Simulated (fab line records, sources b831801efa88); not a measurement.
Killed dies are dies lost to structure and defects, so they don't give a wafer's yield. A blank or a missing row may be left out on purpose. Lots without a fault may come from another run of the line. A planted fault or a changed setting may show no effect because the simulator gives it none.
Tool commonality check | flow gf180mcu | 12 lots, 36 wafers sampled

WHY IT WAS OPENED
At GF_VT_IMPLANT_RS_MEAS_48 the reading LVPWELL_RS is flagged on 2 of 12 lots. Wafers without a fault read 1197.6 ohm/sq, standard deviation 3.
Rule: a lot is flagged when every wafer of it that has a number lies more than 4 standard deviations from that mean, or none has a number. The other lots count as sound.

lot  | measured     | on            | LVPWELL_RS (ohm/sq), wafer by wafer | flag
L844 | day 7 13:25  | film_metro-04 | 1194.3 1197.1 1197.7                |
L845 | day 7 19:55  | film_metro-04 | 1196.5 1198.4 1197.3                |
L846 | day 8 06:01  | film_metro-02 | 1198.3 1196.5 1198.3                |
L847 | day 8 12:53  | film_metro-02 | 1171.8 1171.7 1171.3                | FLAGGED
L849 | day 8 21:41  | film_metro-02 | 1203.3 1200.5 1203.7                |
L851 | day 9 12:28  | film_metro-02 | 1172.8 1170.6 1169.7                | FLAGGED
L858 | day 11 13:17 | film_metro-01 | 1194.2 1196.5 1198.5                |
L860 | day 11 23:58 | film_metro-02 | 1199.3 1200.7 1198.1                |
L862 | day 12 13:31 | film_metro-01 | 1193.7 1195.4 1192.2                |
L864 | day 13 03:52 | film_metro-04 | 1202.4 1199.4 1199.0                |
L866 | day 13 18:14 | film_metro-04 | 1197.1 1195.8 1195.4                |
L867 | day 13 23:29 | film_metro-02 | 1199.7 1197.3 1198.7                |
The numbers of the flagged lots are 1171.3 ohm/sq on average: -26.3 ohm/sq against the usual, or -9 standard deviations.

WHICH TOOL RAN EACH LOT
The record holds 1 process step before the reading, out of a route of 602 steps. In each cell: the tool, then ch and the chambers that the sampled wafers went through, then the start.
lot  | flag    | GF_LVPWELL_IMPLANT_09
L844 |         | implanter-01 ch 0, day 3 20:50
L845 |         | implanter-02 ch 0, day 4 00:43
L846 |         | implanter-01 ch 0, day 4 11:05
L847 | FLAGGED | implanter-01 ch 0, day 4 15:26
L849 |         | implanter-04 ch 0, day 4 23:14
L851 | FLAGGED | implanter-01 ch 0, day 5 12:02
L858 |         | implanter-04 ch 0, day 7 05:47
L860 |         | implanter-04 ch 0, day 7 15:02
L862 |         | implanter-02 ch 0, day 8 03:24
L864 |         | implanter-02 ch 0, day 8 15:39
L866 |         | implanter-04 ch 0, day 9 02:40
L867 |         | implanter-04 ch 0, day 9 06:49
What these steps do:
- GF_LVPWELL_IMPLANT_09
- GF_VT_IMPLANT_RS_MEAS_48: measures by four-point-probe.

FLAGGED OVER TOTAL, TOOL BY TOOL (the gauges that took the reading come last)
step                     | tool          | lots run | flagged | share of the flagged lots | sound lots run after its first flagged lot
GF_LVPWELL_IMPLANT_09    | implanter-01  | 4        | 2       | all                       | 0
GF_LVPWELL_IMPLANT_09    | implanter-02  | 3        | 0       | none                      | -
GF_LVPWELL_IMPLANT_09    | implanter-04  | 5        | 0       | none                      | -
GF_VT_IMPLANT_RS_MEAS_48 | film_metro-01 | 2        | 0       | none                      | -
GF_VT_IMPLANT_RS_MEAS_48 | film_metro-02 | 6        | 2       | all                       | 3 (L849,L860,L867)
GF_VT_IMPLANT_RS_MEAS_48 | film_metro-04 | 4        | 0       | none                      | -

WHAT THE TABLE ALLOWS
2 rows of the table ran every flagged lot: implanter-01 at GF_LVPWELL_IMPLANT_09, film_metro-02 at GF_VT_IMPLANT_RS_MEAS_48.
- implanter-01 at GF_LVPWELL_IMPLANT_09: 2 of its 4 lots flagged. Its last sound lot is L846 (day 4 11:05), its first flagged lot L847 (day 4 15:26): a fault that began between those two fits. Its own readings lie more than 4 standard deviations out on every wafer of the flagged lots: beam_on_s, faraday_current_uA.
- film_metro-02 at GF_VT_IMPLANT_RS_MEAS_48: 2 of its 6 lots flagged. Sound lots ran on it after the first flagged one (L849, L860, L867), which a lasting fault on the whole tool wouldn't allow.
One tool is left: implanter-01 at GF_LVPWELL_IMPLANT_09.

WHAT THE SIMULATOR HAD PUT IN
Process parameter drift: implanter-01, from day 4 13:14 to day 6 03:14, at GF_LVPWELL_IMPLANT_09. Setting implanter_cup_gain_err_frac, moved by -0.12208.
Lots struck among those shown: L847, L851. The rule above found the same.
